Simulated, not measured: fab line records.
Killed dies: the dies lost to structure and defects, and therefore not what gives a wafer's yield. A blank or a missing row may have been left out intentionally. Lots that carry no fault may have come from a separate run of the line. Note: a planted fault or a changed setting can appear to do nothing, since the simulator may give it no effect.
A struck lot beside a sound one ; flow sky130 ; 15 out of 708 route steps
Sound: the wafers L194.1, L194.5, L194.6. Struck: wafers L205.2, L205.6 (left out: L205.1, a lot-mate that was not struck); the cause follows at the end.
For every step that has rows: the tool of each side, followed by ch and its chambers, followed by its first start. Under that, the readings that differ: sound wafers ; struck wafers ; difference of the means ; sigmas: that difference in standard deviations of wafers without a fault.
alike: readings whose means differ by less than 2 such deviations, and words and numbers that are the same on both sides. not compared: withheld readings, readings that some wafer has no value for, bounds like >300 that may hide the same value, and numbers for which the record gives no deviation and whose values overlap.
Wherever a step has rows on one side only, a row that says differs or no value, or a row with sigmas, the two part there. Non-overlapping numbers with no deviation appear without sigmas and do not part them. A reading that every wafer of one side lacks parts them only if that side has two wafers or more.

first, 2 steps without rows for these wafers: SKY_METAL4_PEB_11; SKY_METAL4_DEVELOP_12 (develop time 60 s).
SKY_METAL4_CD_MEAS_13 targets a cd of 300 nm.
  struck on cdSem-02, day 45 05:46; sound on cdSem-01, day 43 04:34
  alike: cdNm
SKY_METAL4_OVL_MEAS_14:
  struck on overlay-02, day 45 05:53; sound on overlay-01, day 43 04:41
reading;sound;struck;difference;sigmas
METAL4_OVL (nm);-6 -9 0;12 7;+14;+2
SKY_METAL4_DESCUM_15: chemistry O2, time 8 s.
  sound on rieMetal-01 ch 0,1, day 43 04:44; struck on rieMetal-04 ch 0,1, day 45 05:56
  alike: drypumpMotorCurrentA, oesProductAu
  not compared: rfHoursCounterH
SKY_METAL4_ETCH_16: etches BARC in N2/H2, stops on SiO2, time 88.2 s, target depth 60 nm.
  sound on rieMetal-01 ch 0,1, day 43 04:46; struck on rieMetal-04 ch 0,1, day 45 05:58
  alike: drypumpMotorCurrentA, oesProductAu, throttleValvePct
  not compared: rfHoursCounterH
SKY_METAL4_ETCH_17: etches SiO2 in C4F8/O2/Ar, stops on TiN, time 3.9 s, target depth 15 nm.
  sound on rieDiel-01 ch 0,1,2, day 43 04:52; struck on rieDiel-03 ch 2,3, day 45 06:04
  alike: oesProductAu
SKY_METAL4_METAL_ETCH_18: etches the open film in Cl2/BCl3, stops on SiO2, target depth 845 nm, time 183.1 s.
  sound on rieMetal-04 ch 0,1, day 43 04:53; struck on rieMetal-01 ch 0, day 45 06:05
  alike: drypumpMotorCurrentA, oesProductAu, throttleValvePct
  not compared: rfHoursCounterH
then, 4 steps without rows for these wafers: SKY_METAL4_STRIP_19 (strips in O2/N2); SKY_METAL4_STRIP_20 (strips in post etch residue remover, time 1200 s); SKY_METAL4_CLEAN_21 (cleans in IPA, time 180 s); SKY_METAL4_CLEAN_22 (cleans in O3/DIW).
SKY_VIA4_HDPCVD_00: deposits SiO2, target thk 1750 nm, time 291.7 s.
  sound on hdpcvd-01 ch 0,2, day 43 05:41; struck on hdpcvd-01 ch 1, day 45 06:51
reading;sound;struck;difference;sigmas
runLengthS (s);319.5 319.9 319.8;506.5 506.2;+186.6;+99 or more
model.SiO2_of_VIA4_HDPCVD_00.thkNm (nm);1732 1729 1727;2850 2851;+1121;
SKY_VIA4_THK_MEAS_01:
  struck on filmMetro-02, day 45 07:01; sound on filmMetro-03, day 43 05:52
reading;sound;struck;difference;sigmas
VIA4_HDPCVD_THK (nm);1731 1729 1726;2850 2850;+1121;+56
SKY_VIA4_CMP_02: polishes SiO2.
  sound on cmp-01 ch 0,1,2, day 43 06:05; struck on cmp-01 ch 1,3, day 45 07:11
  alike: motorCurrentA, platenRpm

== WHERE THEY PART ==
First at SKY_METAL4_OVL_MEAS_14; last, within this record, at SKY_VIA4_THK_MEAS_01. Later steps at which nothing parts them and some readings are alike: SKY_VIA4_CMP_02.

WHY: what the simulator had put in
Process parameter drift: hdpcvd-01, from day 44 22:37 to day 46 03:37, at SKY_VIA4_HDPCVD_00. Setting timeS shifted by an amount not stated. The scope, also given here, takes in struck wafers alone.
